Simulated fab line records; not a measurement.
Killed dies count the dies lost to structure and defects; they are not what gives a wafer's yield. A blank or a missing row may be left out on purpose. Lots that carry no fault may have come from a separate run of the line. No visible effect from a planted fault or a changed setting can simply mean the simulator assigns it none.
Chamber matching | flow gf180mcu | 4 sister chambers for GF_V1_CMP_26 on cmp-02
The step polishes, stops on SiO2, t overpolish 15 s, target thk 0 nm. 7 wafers are shown with their chamber, then 8 later ones without.

WAFERS PAIRED WITH THEIR CHAMBERS
wafer  | chamber | motor-current-A (A) | time-to-endpoint-s (s)
L915.3 | 3       | 9.7                 | 77
L916.4 | 2       | 13.4                | 87
L918.5 | 1       | 12.4                | 86
L918.6 | 0       | 11.6                | 86
L920.1 | 1       | 11.9                | 88
L920.3 | 2       | 13.6                | 86
L920.5 | 0       | 10.7                | 90

WAFERS WITHOUT THEIR CHAMBER
wafer  | motor-current-A (A) | time-to-endpoint-s (s)
L925.1 | 12.5                | 84
L925.5 | 12.4                | 83
L925.6 | 11.0                | 82
L929.1 | 11.0                | 87
L929.2 | 14.2                | 89
L929.3 | 12.4                | 84
L933.5 | 11.4                | 89
L933.6 | 10.2                | 81

WHICH CHAMBER EACH WENT THROUGH
wafer  | from the rows above          | in truth
L925.1 | can't be placed: 1 or 2      | 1
L925.5 | can't be placed: 1 or 2 or 0 | 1
L925.6 | can't be placed: 0 or 1 or 3 | 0
L929.1 | 0                            | 0
L929.2 | 2                            | 2
L929.3 | can't be placed: 1 or 2 or 0 | 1
L933.5 | can't be placed: 0 or 1      | 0
L933.6 | can't be placed: 3 or 0      | 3
2 of 8 placed correctly. Can't be placed from these rows: 6 (the true chamber is among the candidates in 6). Placed wrongly: 0.
How it was worked out, from the rows above alone: a wafer's distance from a chamber is the root of the sum, over the readings, of the square of ((its reading less the chamber's mean) divided by the reading's scatter). If the next closest chamber is less than 2 further off than the closest, the wafer can't be placed; otherwise it belongs to the closest. The mean given for a chamber averages the wafers shown for that chamber. The scatter: the root of (the sum of the squares of (reading less its chamber's mean) over the shown wafers, divided by (wafers less chambers)).
